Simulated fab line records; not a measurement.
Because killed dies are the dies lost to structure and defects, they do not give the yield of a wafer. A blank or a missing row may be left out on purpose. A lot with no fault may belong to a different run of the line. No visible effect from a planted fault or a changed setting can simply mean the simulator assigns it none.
Chamber matching + flow sky130 + rie-si-01 running SKY_POLY_GATE_ETCH_17: 4 sister chambers
The step etches poly-Si in HBr/Cl2, stops on SiO2, target depth 180 nm, time 70.5 s. 27 wafers are shown with their chamber, then 12 later ones without.

## WAFERS WITH THEIR CHAMBER
| wafer  | chamber | drypump-motor-current-A (A) | rf-fwd-power-W (W) | oes-product-au (a.u.) |
|--------|---------|-----------------------------|--------------------|-----------------------|
| L074.1 | 0       | 5.65                        | 408.4              | 0.993                 |
| L074.3 | 3       | 5.80                        | 409.8              | 0.982                 |
| L074.4 | 2       | 6.16                        | 409.8              | 0.982                 |
| L078.2 | 0       | 5.67                        | 409.3              | 0.996                 |
| L078.3 | 3       | 5.75                        | 410.8              | 0.994                 |
| L078.4 | 1       | 5.76                        | 410.5              | 0.999                 |
| L079.3 | 1       | 5.74                        | 407.7              | 0.996                 |
| L079.4 | 0       | 5.68                        | 410.8              | 0.987                 |
| L079.6 | 1       | 5.76                        | 406.6              | 1.002                 |
| L080.1 | 1       | 5.76                        | 411.0              | 0.989                 |
| L080.3 | 3       | 5.78                        | 409.5              | 0.991                 |
| L080.6 | 1       | 5.75                        | 409.7              | 0.991                 |
| L081.3 | 3       | 5.78                        | 410.5              | 0.992                 |
| L081.4 | 2       | 6.10                        | 406.3              | 1.001                 |
| L081.6 | 1       | 5.76                        | 411.0              | 0.999                 |
| L082.4 | 1       | 5.76                        | 411.3              | 0.987                 |
| L082.5 | 3       | 5.74                        | 408.2              | 0.992                 |
| L082.6 | 2       | 6.12                        | 410.1              | 0.994                 |
| L084.2 | 2       | 6.12                        | 408.2              | 1.006                 |
| L084.5 | 2       | 6.10                        | 407.1              | 0.993                 |
| L084.6 | 1       | 5.73                        | 408.6              | 0.991                 |
| L086.3 | 3       | 5.77                        | 410.5              | 0.987                 |
| L086.4 | 0       | 5.69                        | 411.6              | 0.989                 |
| L086.6 | 2       | 6.12                        | 409.8              | 0.990                 |
| L088.2 | 1       | 5.76                        | 408.2              | 0.997                 |
| L088.4 | 3       | 5.79                        | 409.1              | 0.991                 |
| L088.6 | 0       | 5.68                        | 410.4              | 0.993                 |

SIGNATURES, as means of the wafers listed above
| reading                 | chamber 0 | chamber 1 | chamber 2 | chamber 3 | scatter within a chamber |
|-------------------------|-----------|-----------|-----------|-----------|--------------------------|
| drypump-motor-current-A | 5.6740    | 5.7533    | 6.1200    | 5.7729    | 0.0175                   |
| rf-fwd-power-W          | 410.100   | 409.400   | 408.550   | 409.771   | 1.43                     |
| oes-product-au          | 0.99160   | 0.99456   | 0.99433   | 0.98986   | 0.00559                  |
Rule: a wafer's distance from a chamber is the root of the sum, over the readings, of the square of ((its reading less the chamber's mean) divided by the reading's scatter). The wafer belongs to the nearest chamber; if the next one is less than 2 further off, it can't be placed. The scatter is the square root of a quotient: the sum, over the shown wafers, of each reading's squared deviation from its chamber's mean, divided by wafers minus chambers.

## WAFERS MISSING THEIR CHAMBER
| wafer  | drypump-motor-current-A (A) | rf-fwd-power-W (W) | oes-product-au (a.u.) |
|--------|-----------------------------|--------------------|-----------------------|
| L090.3 | 5.67                        | 412.8              | 0.987                 |
| L090.5 | 5.67                        | 411.2              | 0.986                 |
| L090.6 | 5.76                        | 410.6              | 0.993                 |
| L092.1 | 5.67                        | 411.0              | 0.989                 |
| L092.3 | 5.76                        | 410.3              | 0.983                 |
| L092.5 | 5.66                        | 409.9              | 0.999                 |
| L094.1 | 6.07                        | 408.0              | 0.990                 |
| L094.4 | 5.68                        | 410.9              | 0.991                 |
| L094.6 | 5.77                        | 409.2              | 0.995                 |
| L097.2 | 5.77                        | 409.9              | 0.990                 |
| L097.4 | 6.09                        | 407.8              | 0.981                 |
| L097.5 | 5.76                        | 410.0              | 0.982                 |

## EACH ONE'S CHAMBER
| wafer  | from the rows above     | in truth |
|--------|-------------------------|----------|
| L090.3 | 0                       | 0        |
| L090.5 | 0                       | 0        |
| L090.6 | can't be placed: 1 or 3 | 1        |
| L092.1 | 0                       | 0        |
| L092.3 | can't be placed: 3 or 1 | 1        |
| L092.5 | 0                       | 0        |
| L094.1 | 2                       | 2        |
| L094.4 | 0                       | 0        |
| L094.6 | can't be placed: 1 or 3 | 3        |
| L097.2 | can't be placed: 3 or 1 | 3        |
| L097.4 | 2                       | 2        |
| L097.5 | can't be placed: 3 or 1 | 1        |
Correct placement for 7 of the 12. From these rows, 5 cannot be placed; in 5 the true chamber is one of the candidates. Placed wrongly: 0.
